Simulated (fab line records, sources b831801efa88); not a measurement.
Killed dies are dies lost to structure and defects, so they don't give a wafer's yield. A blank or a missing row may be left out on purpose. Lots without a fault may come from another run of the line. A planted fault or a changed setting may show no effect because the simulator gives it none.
fab line records | flow sky130
record lots=15 wafers=45 last_day=50
route steps=708 shown VT_ADJUST_HVTR@139 POLY_GATE@236 LDD_N@253 LDD_P@259
lots that met no fault: from a run of the same line without faults
start_h: hours from the record's first day to the start of the lot's first wafer shown | wait_h: hours since the lot's step before | " the same as in the row above | L1.1+2: a row that stands for several wafers | - no value, or no start given | * or withheld: withheld | < > ~ a bound
route shown NAME@n: a module of which the file shows steps, and the number in the route of the first | usual: mean/standard deviation of fault-free wafers | same: alike in all rows | chamber/n: place in a boat | sites: the reading at each site | _std_site: their standard deviation | _edge_site: outer sites' mean less inner sites' | radius_mm: how far each site lies from the wafer's centre | mask NAME#n: copy n | behind: the tool/chamber that last shaped the wafer | hold: why the lot was held/for how many hours/how that ended | device: the transistor (n, p or np) that didn't switch | end of line: the same wafers' tests at the end of the route | a step without rows: its recipe alone | killed: dies lost to structure and defects at the first sort, not the wafer's yield | map: a wafer's dies, x killed, . not, _ none there
set.NAME: the setting as run; set.NAME@STEP: as run at that earlier step | model.NAME: the simulator's own value behind a step, which no gauge read
steps of the route over a sample of lots; a table a step, a row a wafer
services: from which hour (start_h, from the record's first day; less than 0 if before it) a tool's chamber was out of use, for how many hours, and why
## steps
# step SKY_VT_ADJUST_HVTR_OVL_MEAS_08
# usual VT_ADJUST_HVTR_OVL=1.3/1.2
# columns lot.wafer tool chamber start_h wait_h VT_ADJUST_HVTR_OVL[nm]
L752.3 overlay-01 - 205.71 0.1 2.5
L752.5 " - " " 1.8
L752.6 " - " " 2.4
L755.2 overlay-02 - 221.00 0.1 4.1
L755.3 " - " " 3.0
L755.4 " - " " 4.1
L757.1 overlay-02 - 241.39 0.1 3.0
L757.5 " - " " 2.0
L757.6 " - " " 2.7
L758.1 overlay-01 - 250.25 0.1 1.2
L758.2 " - " " 0.7
L758.5 " - " " 0.7
L759.1 overlay-01 - 254.53 0.1 -0.6
L759.3 " - " " -0.8
L759.6 " - " " 0.7
L766.2 overlay-02 - 301.38 0.1 1.9
L766.4 " - " " 2.4
L766.6 " - " " 2.2
L767.1 overlay-02 - 309.98 0.1 2.8
L767.2 " - " " 2.5
L767.6 " - " " 2.6
L768.2 overlay-02 - 316.75 0.1 0.0
L768.3 " - " " 1.2
L768.6 " - " " 0.3
L769.2 overlay-01 - 323.68 0.1 1.6
L769.3 " - " " 3.0
L769.5 " - " " 2.9
L770.1 overlay-01 - 333.60 0.1 2.3
L770.2 " - " " 2.6
L770.6 " - " " 0.6
L771.1 overlay-01 - 336.70 0.1 2.7
L771.2 " - " " 1.5
L771.6 " - " " 1.8
L772.1 overlay-02 - 344.58 0.1 2.4
L772.2 " - " " 2.2
L772.4 " - " " 1.2
L773.1 overlay-01 - 358.98 0.1 0.6
L773.2 " - " " 1.5
L773.5 " - " " -1.5
L775.2 overlay-01 - 369.14 0.1 1.0
L775.4 " - " " 1.5
L775.5 " - " " 2.0
L774.3 overlay-02 - 371.66 0.1 2.5
L774.5 " - " " 2.7
L774.6 " - " " 1.0
# step SKY_POLY_GATE_CD_MEAS_22
# usual cd_nm=150.2/1.9
# columns lot.wafer tool chamber start_h wait_h cd_nm
L752.3 cd_sem-02 - 382.19 0.1 146.9
L752.5 " - " " 145.5
L752.6 " - " " 147.1
L755.2 cd_sem-02 - 396.20 0.1 150.5
L755.3 " - " " 150.7
L755.4 " - " " 150.2
L757.1 cd_sem-01 - 418.44 0.1 149.8
L757.5 " - " " 154.0
L757.6 " - " " 148.5
L758.1 cd_sem-02 - 432.23 0.1 152.8
L758.2 " - " " 151.3
L758.5 " - " " 150.9
L759.1 cd_sem-01 - 432.23 0.1 151.7
L759.3 " - " " 149.4
L759.6 " - " " 150.1
L766.2 cd_sem-02 - 489.59 0.1 151.5
L766.4 " - " " 150.1
L766.6 " - " " 151.2
L767.1 cd_sem-01 - 506.56 0.1 151.3
L767.2 " - " " 150.2
L767.6 " - " " 151.8
L768.2 cd_sem-02 - 515.19 0.1 152.0
L768.3 " - " " 151.0
L768.6 " - " " 151.5
L769.2 cd_sem-01 - 522.74 0.1 146.7
L769.3 " - " " 150.4
L769.5 " - " " 149.2
L771.1 cd_sem-01 - 531.07 0.1 151.2
L771.2 " - " " 148.2
L771.6 " - " " 149.6
L770.1 cd_sem-01 - 532.17 0.1 152.0
L770.2 " - " " 151.2
L770.6 " - " " 151.1
L772.1 cd_sem-02 - 543.87 0.1 149.7
L772.2 " - " " 149.4
L772.4 " - " " 148.9
L773.1 cd_sem-02 - 561.61 0.1 149.4
L773.2 " - " " 149.8
L773.5 " - " " 147.6
L774.3 cd_sem-01 - 567.57 0.1 150.9
L774.5 " - " " 150.2
L774.6 " - " " 149.3
L775.2 cd_sem-01 - 569.70 0.1 147.5
L775.4 " - " " 150.2
L775.5 " - " " 149.5
# step SKY_LDD_N_STRIP_16
# recipe chemistry=O2/N2 power_w=1400 pressure_mtorr=1500 platen_temp_c=withheld o2_flow_sccm=3000 n2_flow_sccm=300 overash_fraction=0.5
# usual drypump_motor_current_A=5.18/0.26 oes_product_au=0.407/0.0046 strip_time_to_endpoint_s=4.312/0.017
# columns lot.wafer tool chamber start_h wait_h drypump_motor_current_A oes_product_au rf_hours_counter_h strip_time_to_endpoint_s
L752.3 plasma_asher-02 0 411.70 0.1 4.95 0.404 - 4.311
L752.5 " 0 " " 4.92 0.403 - 4.316
L752.6 " 1 " " 5.67 0.404 - 4.303
L755.2 plasma_asher-04 0 426.79 0.1 5.13 0.412 29 4.319
L755.3 " 1 " " 5.40 0.405 - 4.308
L755.4 " 0 " " 5.13 0.407 - 4.319
L757.1 plasma_asher-02 0 449.09 0.1 4.95 0.408 64 4.326
L757.5 " 0 " " 4.94 0.416 - 4.322
L757.6 " 1 " " 5.68 0.400 - 4.323
L759.1 plasma_asher-01 1 463.04 0.1 5.05 0.401 3 4.335
L759.3 " 1 " " 4.99 0.408 - 4.343
L759.6 " 0 " " 5.06 0.402 - 4.326
L758.1 plasma_asher-02 1 463.15 0.1 5.67 0.409 65 4.342
L758.2 " 0 " " 4.95 0.409 65 4.339
L758.5 " 0 " " 4.96 0.409 - 4.354
L766.2 plasma_asher-02 1 521.15 0.1 5.66 0.406 72 4.289
L766.4 " 1 " " 5.67 0.406 - 4.298
L766.6 " 0 " " 4.95 0.400 - 4.286
L767.1 plasma_asher-01 1 537.51 0.1 5.03 0.407 12 4.325
L767.2 " 0 " " 5.08 0.399 12 4.277
L767.6 " 1 " " 5.03 0.409 - 4.287
L768.2 plasma_asher-02 1 545.70 0.1 5.67 0.408 75 4.320
L768.3 " 1 " " 5.69 0.403 - 4.338
L768.6 " 1 " " 5.68 0.402 - 4.331
L769.2 plasma_asher-01 1 553.55 0.1 5.05 0.405 13 4.319
L769.3 " 1 " " 5.03 0.411 - 4.302
L769.5 " 0 " " 5.09 0.408 - 4.328
L771.1 plasma_asher-01 1 561.25 0.1 5.04 0.405 14 4.314
L771.2 " 0 " " 5.08 0.415 14 4.312
L771.6 " 0 " " 5.08 0.412 - 4.309
L770.1 plasma_asher-01 0 562.89 0.1 5.06 0.402 14 4.319
L770.2 " 1 " " 5.02 0.400 14 4.309
L770.6 " 1 " " 5.01 0.410 - 4.305
L772.1 plasma_asher-01 0 575.01 0.1 5.07 0.410 15 4.335
L772.2 " 1 " " 5.04 0.406 15 4.306
L772.4 " 1 " " 5.05 0.411 - 4.283
L773.1 plasma_asher-02 1 593.04 0.1 5.67 0.407 80 4.328
L773.2 " 0 " " 4.94 0.399 80 4.315
L773.5 " 0 " " 4.94 0.401 - 4.325
L774.3 plasma_asher-04 1 599.18 0.1 5.41 0.402 - 4.313
L774.5 " 0 " " 5.10 0.406 - 4.312
L774.6 " 1 " " 5.42 0.410 - 4.303
L775.2 plasma_asher-01 0 600.40 0.1 5.08 0.409 18 4.308
L775.4 " 1 " " 5.04 0.406 - 4.327
L775.5 " 0 " " 5.08 0.402 - 4.323
# step SKY_LDD_P_EXPOSE_04
# recipe mask_id=PSDM na=0.6 source_shape=conventional sigma_outer=0.6 polarization=unpolarized target_cd_nm=380 dose_mj=138
# usual exposure_dose_mJ_cm2=137.97/0.13 focus_offset_nm=-0.1/0.49 stage_vel_mm_s=500.02/0.24
# columns lot.wafer tool chamber start_h wait_h mask exposure_dose_mJ_cm2 focus_offset_nm stage_vel_mm_s
L752.3 iline_stepper-01 0 426.32 - PSDM#0 137.98 0.1 500.03
L752.5 " 0 " " PSDM#0 137.98 -0.7 500.20
L752.6 " 0 " " PSDM#0 137.88 -0.2 500.06
L755.2 iline_stepper-01 0 442.72 - PSDM#0 138.06 -0.7 500.00
L755.3 " 0 " " PSDM#0 138.10 -0.6 499.85
L755.4 " 0 " " PSDM#0 138.16 -0.5 499.65
L757.1 iline_stepper-01 - 463.80 - PSDM#0 - - -
L757.5 " - " " PSDM#0 - - -
L757.6 " - " " PSDM#0 - - -
L759.1 iline_stepper-02 - 479.40 - PSDM#0 - - -
L759.3 " - " " PSDM#0 - - -
L759.6 " - " " PSDM#0 - - -
L758.1 iline_stepper-01 - 479.64 - PSDM#0 - - -
L758.2 " - " " PSDM#0 - - -
L758.5 " - " " PSDM#0 - - -
L766.2 iline_stepper-01 0 536.12 - PSDM#0 138.00 0.4 500.03
L766.4 " 0 " " PSDM#0 137.82 0.2 500.42
L766.6 " 0 " " PSDM#0 137.90 -0.4 499.74
L767.1 iline_stepper-02 0 552.45 - PSDM#0 137.98 0.2 500.13
L767.2 " 0 " " PSDM#0 137.74 -0.1 499.77
L767.6 " 0 " " PSDM#0 137.83 -0.5 499.95
L768.2 iline_stepper-01 0 560.17 - PSDM#0 137.93 -0.8 499.63
L768.3 " 0 " " PSDM#0 138.07 -1.1 499.85
L768.6 " 0 " " PSDM#0 137.96 -0.6 500.11
L769.2 iline_stepper-02 0 568.37 - PSDM#0 138.00 -0.9 499.87
L769.3 " 0 " " PSDM#0 138.12 -0.3 500.40
L769.5 " 0 " " PSDM#0 137.76 -0.3 499.88
L771.1 iline_stepper-01 0 576.50 - PSDM#0 137.88 -0.8 500.16
L771.2 " 0 " " PSDM#0 138.12 -0.1 500.21
L771.6 " 0 " " PSDM#0 137.88 -0.2 500.20
L770.1 iline_stepper-01 0 578.28 - PSDM#0 137.93 -0.6 499.96
L770.2 " 0 " " PSDM#0 137.85 0.2 499.95
L770.6 " 0 " " PSDM#0 137.71 0.6 499.80
L772.1 iline_stepper-02 0 589.83 - PSDM#0 137.78 0.3 499.95
L772.2 " 0 " " PSDM#0 137.94 -0.6 500.16
L772.4 " 0 " " PSDM#0 137.95 0.1 500.28
L773.1 iline_stepper-01 0 607.48 - PSDM#0 137.91 1.0 499.81
L773.2 " 0 " " PSDM#0 138.04 0.3 499.86
L773.5 " 0 " " PSDM#0 137.98 -0.6 500.03
L774.3 iline_stepper-02 0 614.12 - PSDM#0 138.03 -0.6 499.92
L774.5 " 0 " " PSDM#0 137.88 0.4 500.33
L774.6 " 0 " " PSDM#0 138.01 0.6 499.80
L775.2 iline_stepper-01 0 615.22 - PSDM#0 137.96 0.8 500.05
L775.4 " 0 " " PSDM#0 137.89 -0.3 499.90
L775.5 " 0 " " PSDM#0 138.05 0.0 499.58
## services
# columns tool chamber start_h hours kind
plasma_asher-01 - 421.25 9.0 pm
plasma_asher-01 0 421.25 9.0 vent_cycle
plasma_asher-01 1 421.25 9.0 vent_cycle
plasma_asher-01 0 430.25 - clean
plasma_asher-01 1 430.25 - clean
plasma_asher-01 - 436.25 4.5 repair
iline_stepper-02 - 456.77 1.7 pm
plasma_asher-04 - 459.67 14.6 pm
plasma_asher-04 - 474.27 28.1 pm
plasma_asher-01 - 481.38 2.2 repair
iline_stepper-01 - 496.48 1.7 pm
plasma_asher-02 - 497.82 1.4 repair
plasma_asher-04 - 504.01 0.9 repair
iline_stepper-01 - 580.70 2.1 pm
iline_stepper-01 - 582.78 - consumable_replace:lamp
## key
first_sign step=SKY_LDD_P_EXPOSE_04 reading=tool_record direction=missing
effect none on later readings
met_at SKY_LDD_P_EXPOSE_04
struck_lots L757,L758,L759
sort_left_out L757.1,L757.5,L757.6,L758.1,L758.2,L758.5,L759.1,L759.3,L759.6
tester_left_out L757,L758,L759
not_acting_at SKY_VT_ADJUST_HVTR_OVL_MEAS_08,SKY_POLY_GATE_CD_MEAS_22,SKY_LDD_N_STRIP_16
onset_between 442.72 463.80
fault kind=skipped_step_whole tool=iline_stepper-01,iline_stepper-02 chamber=- onset_h=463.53 steps=SKY_LDD_P_EXPOSE_04 scope=struck_lots_only
# tester_left_out: of these lots the tester's yield and bins aren't shown, on N5 and GAA mostly nor the transistor test; their killed dies are dies lost to structure and defects alone, not to doping, threshold or leakage, so they don't give the yield
# sort_left_out: the simulated sort isn't trusted on such a fault, so these wafers' sort isn't shown, and their yield isn't known
